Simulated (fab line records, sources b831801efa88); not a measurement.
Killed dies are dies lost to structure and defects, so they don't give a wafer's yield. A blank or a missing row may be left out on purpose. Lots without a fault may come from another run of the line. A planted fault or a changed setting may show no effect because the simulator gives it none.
A struck lot beside a sound one | flow sky130 | 15 steps out of a route of 708
Sound: wafers L866.2, L866.4, L866.5. Struck: wafer L859.5. (L859.2, L859.4 of the same lot were not struck and are left out.) The cause comes at the end.
At each step with rows: each side's tool, then ch and its chambers, then its first start. Under that, the readings that differ: sound wafers | struck wafers | difference of the means | sigmas: that difference in standard deviations of wafers without a fault.
alike: readings whose means differ by less than 2 such deviations, and words and numbers that are the same on both sides. not compared: withheld readings, readings that some wafer has no value for, bounds like >300 that may hide the same value, and numbers for which the record gives no deviation and whose values overlap.
The two part at a step that has a row with sigmas, a row that says differs or no value, or rows on one side only. Numbers that don't overlap but have no deviation are shown without sigmas and don't part them. A reading that every wafer of one side lacks parts them only if that side has two wafers or more.

first, 1 step without rows for these wafers: SKY_METAL1_DEVELOP_14 (develop time 60 s).
SKY_METAL1_CD_MEAS_15: target cd 140 nm.
  sound on cd_sem-01, day 35 03:49; struck on cd_sem-02, day 32 21:38
  alike: cd_nm
SKY_METAL1_OVL_MEAS_16:
  sound on overlay-02, day 35 03:55; struck on overlay-02, day 32 21:44
  alike: METAL1_OVL
SKY_METAL1_DESCUM_17: chemistry O2, time 8 s.
  sound on rie_metal-02 ch 0,1, day 35 03:56; struck on rie_metal-02 ch 1, day 32 21:46
  alike: drypump_motor_current_A, oes_product_au
  not compared: rf_hours_counter_h
SKY_METAL1_ETCH_18: etches BARC in N2/H2, stops on SiO2, time 45.9 s, target depth 60 nm.
  sound on rie_metal-02 ch 0,1, day 35 03:59; struck on rie_metal-02 ch 1, day 32 21:47
  alike: drypump_motor_current_A, oes_product_au, throttle_valve_pct
  not compared: rf_hours_counter_h
SKY_METAL1_METAL_ETCH_19: etches the open film in Cl2/BCl3, stops on SiO2, target depth 360 nm, time 78 s.
  sound on rie_metal-02 ch 0,1, day 35 04:02; struck on rie_metal-02 ch 1, day 32 21:52
  alike: drypump_motor_current_A, mfc_cl2_sccm, oes_product_au, throttle_valve_pct
  not compared: rf_hours_counter_h
SKY_METAL1_STRIP_20: strips in O2/N2.
  sound on plasma_asher-04 ch 0,1, day 35 04:08; struck on plasma_asher-03 ch 0, day 32 21:57
  alike: drypump_motor_current_A, oes_product_au, strip_time_to_endpoint_s
  not compared: rf_hours_counter_h
then, 4 steps without rows for these wafers: SKY_METAL1_STRIP_21 (strips in post etch residue remover, time 1200 s); SKY_METAL1_CLEAN_22 (cleans in IPA, time 180 s); SKY_METAL1_CLEAN_23 (cleans in O3/DIW); SKY_VIA1_HDPCVD_00 (deposits SiO2, target thk 1030 nm, time 171.7 s).
SKY_VIA1_THK_MEAS_01:
  sound on film_metro-02, day 35 04:51; struck on film_metro-01, day 32 22:40
  alike: VIA1_HDPCVD_THK
SKY_VIA1_CMP_02: polishes SiO2.
  sound on cmp-02 ch 0,2,3, day 35 05:00; struck on cmp-02 ch 1, day 32 22:46
  reading             | sound             | struck | difference | sigmas
  motor_current_A (A) | 13.2 12.0 11.9    | 10.1   | -2.3       | -2
  platen_rpm (rpm)    | 59.91 60.03 60.00 | 65.99  | +6.01      | +99 or more
  alike: slurry_filter_dp_kPa, slurry_flow_ml_min
SKY_VIA1_BOW_MEAS_03:
  sound on film_metro-04, day 35 05:13; struck on film_metro-02, day 32 23:02
  alike: VIA1_BOW
then, 1 step without rows for these wafers: SKY_PAD_OPEN_PROBE_99.

WHERE THEY PART
Only at SKY_VIA1_CMP_02, within this record. Later steps at which nothing parts them and some readings are alike: SKY_VIA1_BOW_MEAS_03.

WHY: what the simulator had put in
Process parameter drift: cmp-02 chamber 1, from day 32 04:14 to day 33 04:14, at SKY_VIA1_CMP_02. Setting platen_rpm, moved by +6, from 60. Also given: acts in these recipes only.
